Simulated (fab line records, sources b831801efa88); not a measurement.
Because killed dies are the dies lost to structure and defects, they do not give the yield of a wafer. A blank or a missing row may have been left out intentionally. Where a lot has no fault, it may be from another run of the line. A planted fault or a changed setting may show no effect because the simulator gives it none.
fab line records	flow gf180mcu
record lots=6	wafers=18	lastDay=34
route steps=602 shown M3@419 V3@429
lots with no fault: from the same line, run without faults
startH: hours from the record's opening day to when the first of the lot's shown wafers began	waitH: hours elapsed since this lot's preceding step	" as in the row above	L1.1+2: one row covering several wafers at once	- either no value or no given start	* or withheld: withheld	< > ~ a bound
route shown NAME@n: names a module that has steps shown in the file, with the first one's number in the route	usual: mean/standard deviation of fault-free wafers	same: alike in all rows	chamber/n: place in a boat	sites: readings site by site	_std_site: the standard deviation of these	_edge_site: inner sites' mean taken away from outer sites' mean	radiusMm: how far each site lies from the wafer's centre	mask NAME#n: copy n	behind: tool/chamber where the wafer was last shaped	hold: cause of the lot's hold/its duration in hours/its outcome	device: names the non-switching transistor (n, p or np)	end of line: the tests these same wafers got at the end of their route	for a step that has no rows: nothing shown but its recipe	killed: count of dies lost to structure and defects at first sort (not the wafer's yield)	map: a wafer's dies, x killed, . not, _ none there
set.NAME: setting as actually run; set.NAME@STEP: the setting as run at that earlier step	model.NAME: the simulator's own value behind a step, which no gauge read
certain route steps with their lots: each step a table, each wafer a row
services: the hour from which a tool's chamber was out of use, counted from the record's first day as startH (under 0 if before that day), plus the number of hours and why
## steps
# step GF_M3_SOFTBAKE_10
# recipe tempC=130	timeS=60	resist=KrF
# step GF_M3_EXPOSE_11
# recipe maskId=Metal3	targetCdNm=280	na=0.68	sourceShape=conventional	sigmaOuter=0.6	doseMj=28
# step GF_M3_PEB_12
# recipe pebTempC=135	pebTimeS=90	resist=KrF
# step GF_M3_DEVELOP_13
# recipe developTimeS=60	devTempC=21
# step GF_M3_CD_MEAS_14
# recipe targetCdNm=280
# usual cdNm=279.9/1.1
lot.wafer	tool	chamber	startH	waitH	cdNm
L232.1	cdSem-01	-	526.26	0.1	279.5
L232.4	"	-	"	"	280.0
L232.5	"	-	"	"	279.7
L234.1	cdSem-01	-	540.99	0.1	278.5
L234.4	"	-	"	"	280.7
L234.5	"	-	"	"	281.3
L235.2	cdSem-02	-	546.31	0.1	280.7
L235.5	"	-	"	"	281.1
L235.6	"	-	"	"	282.1
L243.1	cdSem-01	-	616.14	0.1	279.5
L243.2	"	-	"	"	280.4
L243.4	"	-	"	"	280.5
L245.3	cdSem-02	-	636.78	0.1	280.5
L245.4	"	-	"	"	279.2
L245.5	"	-	"	"	279.1
L247.3	cdSem-01	-	664.03	0.1	280.0
L247.5	"	-	"	"	279.6
L247.6	"	-	"	"	280.0
# step GF_M3_OVL_MEAS_15
# usual M3_OVL=2/4.8
lot.wafer	tool	chamber	startH	waitH	M3_OVL[nm]
L232.1	overlay-02	-	526.38	0.1	6
L232.4	"	-	"	"	3
L232.5	"	-	"	"	5
L234.1	overlay-01	-	541.11	0.1	7
L234.4	"	-	"	"	-1
L234.5	"	-	"	"	0
L235.2	overlay-02	-	546.42	0.1	8
L235.5	"	-	"	"	10
L235.6	"	-	"	"	12
L243.1	overlay-01	-	616.26	0.1	2
L243.2	"	-	"	"	5
L243.4	"	-	"	"	8
L245.3	overlay-02	-	636.87	0.1	7
L245.4	"	-	"	"	15
L245.5	"	-	"	"	10
L247.3	overlay-02	-	664.12	0.1	5
L247.5	"	-	"	"	7
L247.6	"	-	"	"	5
# step GF_M3_METAL_ETCH_16
# recipe chemistry=Cl2/BCl3	maskMaterial=KrF	targetDepthNm=750.8	stopOn=SiO2	pressureMtorr=8	icpW=800	biasW=140	Cl2_flow_sccm=80	bcl3FlowSccm=40	timeS=125.1
# usual drypumpMotorCurrentA=5.8/0.46	oesProductAu=0.990/0.0059	rfFwdPowerW=797.2/2.2	throttleValvePct=28.231/0.0098
lot.wafer	tool	chamber	startH	waitH	drypumpMotorCurrentA	oesProductAu	rfFwdPowerW	rfHoursCounterH	throttleValvePct
L232.1	rieMetal-03	0	526.42	0.0	6.5	0.993	796.6	3	28.235
L232.4	"	1	"	"	5.2	0.998	797.3	-	28.221
L232.5	"	0	"	"	6.5	0.989	797.1	-	28.237
L234.1	rieMetal-03	1	541.15	0.0	5.3	0.994	798.7	12	28.241
L234.4	"	1	"	"	5.3	0.986	797.9	-	28.245
L234.5	"	0	"	"	6.5	0.986	797.0	-	28.211
L235.2	rieMetal-03	0	546.45	0.0	6.5	0.993	800.5	4	28.238
L235.5	"	0	"	"	6.5	0.994	800.4	-	28.230
L235.6	"	1	"	"	5.3	0.992	796.1	-	28.233
L243.1	rieMetal-03	0	616.30	0.0	6.5	0.992	799.6	5	28.257
L243.2	"	1	"	"	5.3	0.982	796.8	15	28.238
L243.4	"	1	"	"	5.3	0.990	796.7	-	28.244
L245.3	rieMetal-04	1	636.94	0.1	5.7	0.993	799.0	-	28.232
L245.4	"	0	"	"	5.9	0.993	798.0	-	28.215
L245.5	"	1	"	"	5.7	0.982	798.7	-	28.240
L247.3	rieMetal-04	0	664.19	0.1	5.9	0.991	798.9	-	28.227
L247.5	"	0	"	"	5.9	0.992	797.7	-	28.233
L247.6	"	1	"	"	5.7	1.000	795.6	-	28.243
# step GF_M3_STRIP_17
# recipe chemistry=O2/N2	powerW=1400	pressureMtorr=1500	platenTempC=250	o2FlowSccm=3000	n2FlowSccm=300	overashFraction=0.5
# usual drypumpMotorCurrentA=5.4/0.51	heaterPowerW=323/31	oesProductAu=0.537/0.0054	stripTimeToEndpointS=7.38/0.064
lot.wafer	tool	chamber	startH	waitH	drypumpMotorCurrentA	heaterPowerW	oesProductAu	rfHoursCounterH	stripTimeToEndpointS
L232.1	plasmaAsher-02	0	526.55	0.1	4.7	295	0.534	90	7.31
L232.4	"	1	"	"	5.5	362	0.539	-	7.35
L232.5	"	1	"	"	5.4	369	0.544	-	7.37
L234.1	plasmaAsher-02	1	541.27	0.1	5.5	364	0.536	91	7.43
L234.4	"	1	"	"	5.4	365	0.539	-	7.39
L234.5	"	0	"	"	4.7	287	0.539	-	7.35
L235.2	plasmaAsher-03	0	546.58	0.1	5.2	327	0.538	43	7.41
L235.5	"	1	"	"	5.6	293	0.540	-	7.37
L235.6	"	0	"	"	5.2	331	0.550	-	7.42
L243.1	plasmaAsher-03	0	616.43	0.1	5.2	324	0.537	49	7.39
L243.2	"	1	"	"	5.6	293	0.536	49	7.44
L243.4	"	1	"	"	5.7	286	0.531	-	7.41
L245.3	plasmaAsher-01	0	637.06	0.1	6.3	351	0.538	-	7.38
L245.4	"	1	"	"	6.0	315	0.533	-	7.35
L245.5	"	1	"	"	6.1	320	0.530	-	7.42
L247.3	plasmaAsher-02	1	664.31	0.1	5.5	360	0.532	-	7.35
L247.5	"	1	"	"	5.4	365	0.527	-	7.34
L247.6	"	0	"	"	4.7	288	0.539	-	7.35
# step GF_M3_STRIP_18
# recipe chemistry=postEtchResidueRemover	timeS=1200	tempC=72.5
# step GF_M3_CLEAN_19
# recipe chemistry=DIW	dry=n2Spin
# step GF_V3_CVD_00
# recipe material=SiO2	targetThkNm=600	sigmaOpenFrac=0.3	tempC=400	timeS=100	sih4FlowSccm=60	pressureMtorr=6
# step GF_V3_THK_MEAS_01
# recipe reads=SiO2_of_V3_CVD_00
# usual V3_CVD_00_THK=599/5.3
lot.wafer	tool	chamber	startH	waitH	V3_CVD_00_THK[nm]
L232.1	filmMetro-04	-	527.15	0.0	612
L232.4	"	-	"	"	604
L232.5	"	-	"	"	612
L234.1	filmMetro-01	-	541.89	0.0	599
L234.4	"	-	"	"	598
L234.5	"	-	"	"	600
L235.2	filmMetro-01	-	547.19	0.0	601
L235.5	"	-	"	"	602
L235.6	"	-	"	"	609
L243.1	filmMetro-01	-	617.04	0.0	597
L243.2	"	-	"	"	608
L243.4	"	-	"	"	606
L245.3	filmMetro-03	-	637.68	0.1	598
L245.4	"	-	"	"	601
L245.5	"	-	"	"	608
L247.3	filmMetro-03	-	664.93	0.1	598
L247.5	"	-	"	"	600
L247.6	"	-	"	"	596
# step GF_V3_CVD_02
# recipe material=SiO2	targetThkNm=850	precursor=TEOS	tempC=400	timeS=94.851	rfW=600
# usual heaterPowerW=613/110	rfFwdPowerW=596.3/2
lot.wafer	tool	chamber	startH	waitH	heaterPowerW	rfFwdPowerW	model.SiO2_of_V3_CVD_02.thkNm
L232.1	pecvd-01	2	527.21	0.1	509	594.1	845.8
L232.4	"	1	"	"	572	598.1	867.9
L232.5	"	2	"	"	547	595.5	854.8
L234.1	pecvd-01	0	541.95	0.1	434	691.3	872.5
L234.4	"	0	"	"	469	690.8	897.5
L234.5	"	1	"	"	545	596.9	862.8
L235.2	pecvd-01	1	547.24	0.0	491	599.0	851.3
L235.5	"	1	"	"	543	599.9	866.5
L235.6	"	0	"	"	509	691.3	892.3
L243.1	pecvd-03	0	617.10	0.1	880	594.5	844.9
L243.2	"	1	"	"	761	597.2	850.9
L243.4	"	0	"	"	697	592.7	863.6
L245.3	pecvd-02	1	637.72	0.0	685	596.8	840.1
L245.4	"	2	"	"	680	593.6	857.6
L245.5	"	1	"	"	557	593.7	850.7
L247.3	pecvd-03	1	664.97	0.0	816	596.3	838.8
L247.5	"	1	"	"	835	599.4	842.6
L247.6	"	0	"	"	738	594.5	862
# step GF_V3_THK_MEAS_03
# recipe reads=SiO2_of_V3_CVD_02
# usual V3_CVD_02_THK=853/10
lot.wafer	tool	chamber	startH	waitH	V3_CVD_02_THK[nm]
L232.1	filmMetro-03	-	527.28	0.0	847
L232.4	"	-	"	"	868
L232.5	"	-	"	"	854
L234.1	filmMetro-03	-	542.02	0.0	873
L234.4	"	-	"	"	898
L234.5	"	-	"	"	864
L235.2	filmMetro-03	-	547.32	0.0	852
L235.5	"	-	"	"	866
L235.6	"	-	"	"	892
L243.1	filmMetro-03	-	617.17	0.0	846
L243.2	"	-	"	"	851
L243.4	"	-	"	"	864
L245.3	filmMetro-04	-	637.81	0.1	840
L245.4	"	-	"	"	858
L245.5	"	-	"	"	851
L247.3	filmMetro-04	-	665.06	0.1	839
L247.5	"	-	"	"	842
L247.6	"	-	"	"	862
# step GF_V3_CMP_04
# recipe material=SiO2	downForcePsi=4	platenRpm=60	padVelocityMS=0.94248
# usual headPressurePsi=4.001/0.0081	motorCurrentA=11.5/1.7	timeToEndpointS=83/4.7
lot.wafer	tool	chamber	startH	waitH	headPressurePsi	motorCurrentA	timeToEndpointS
L232.1	cmp-01	1	527.44	0.1	3.998	13.4	76
L232.4	"	2	"	"	4.014	11.2	82
L232.5	"	3	"	"	4.002	13.3	81
L234.4	cmp-02	3	542.13	0.1	4.005	10.3	100
L234.1	"	1	"	"	4.009	12.4	86
L234.5	"	3	"	"	3.999	10.6	88
L235.2	cmp-02	2	547.37	0.0	4.008	12.9	85
L235.6	"	2	"	"	4.020	13.0	100
L235.5	"	3	"	"	4.007	10.3	90
L243.1	cmp-02	3	617.57	0.4	3.998	10.5	79
L243.4	"	0	"	"	4.004	8.4	90
L243.2	"	1	"	"	3.991	12.3	80
L245.4	cmp-02	1	637.90	0.1	3.999	12.5	79
L245.3	"	2	"	"	4.006	13.1	77
L245.5	"	0	"	"	4.005	8.0	83
L247.3	cmp-02	1	665.25	0.2	4.014	12.1	79
L247.5	"	2	"	"	3.985	13.0	81
L247.6	"	3	"	"	4.002	10.6	87
# step GF_V3_BOW_MEAS_05
# recipe mode=bow
# usual V3_BOW=116/7.5
lot.wafer	tool	chamber	startH	waitH	V3_BOW[um]
L232.1	filmMetro-04	-	527.64	0.1	130
L232.4	"	-	"	"	116
L232.5	"	-	"	"	123
L234.1	filmMetro-01	-	542.38	0.1	119
L234.4	"	-	"	"	91
L234.5	"	-	"	"	118
L235.2	filmMetro-01	-	547.69	0.3	123
L235.5	"	-	"	"	120
L235.6	"	-	"	"	113
L243.1	filmMetro-03	-	617.82	0.2	120
L243.2	"	-	"	"	112
L243.4	"	-	"	"	119
L245.3	filmMetro-03	-	638.19	0.2	122
L245.4	"	-	"	"	126
L245.5	"	-	"	"	125
L247.3	filmMetro-01	-	665.44	0.1	115
L247.5	"	-	"	"	106
L247.6	"	-	"	"	121
## services
tool	chamber	startH	hours	kind
cmp-02	-	513.54	16.3	pm
pecvd-02	-	515.06	6.0	pm
pecvd-03	0	535.58	4.8	repair
pecvd-03	-	539.66	5.3	repair
cmp-02	-	555.39	6.4	pm
cmp-01	-	557.42	1.5	repair
pecvd-01	2	561.50	7.7	repair
cmp-01	-	563.82	3.3	repair
plasmaAsher-01	-	565.52	2.8	pm
plasmaAsher-02	-	571.81	6.5	pm
cmp-02	-	572.24	4.0	pm
rieMetal-03	0	588.61	11.0	repair
pecvd-01	2	590.40	2.3	repair
pecvd-03	-	591.12	14.0	pm
pecvd-02	-	597.32	0.8	repair
plasmaAsher-03	-	600.53	15.6	pm
rieMetal-04	-	603.18	3.1	repair
pecvd-02	1	609.24	8.9	repair
cmp-01	-	617.20	4.3	repair
pecvd-01	1	618.66	13.7	repair
cmp-02	-	631.04	0.4	repair
plasmaAsher-02	-	637.38	3.6	repair
pecvd-01	2	646.37	18.8	repair
cmp-01	-	647.49	2.9	repair
## key
firstSign step=GF_V3_CVD_02	reading=rfFwdPowerW	direction=up	sigmas=46	usual=596.3	struck=691.1
effect step=GF_V3_THK_MEAS_03	reading=V3_CVD_02_THK	direction=up	sigmas=3.4	usual=853	struck=888
effect step=GF_V3_CMP_04	reading=timeToEndpointS	direction=up	sigmas=2.6	usual=*	struck=*
modelEffect step=GF_V3_CVD_02	value=SiO2_of_V3_CVD_02.thkNm	without=848.7	struck=887.5
metAt GF_V3_CVD_02
struckWafers L234.1,L234.4,L235.6
fault kind=processParameterDrift	tool=pecvd-01	chamber=0	onsetH=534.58	steps=GF_V3_CVD_02	channel=rfW	offset=96	shape=step	endH=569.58	actsIn=theseRecipesOnly	stated=600
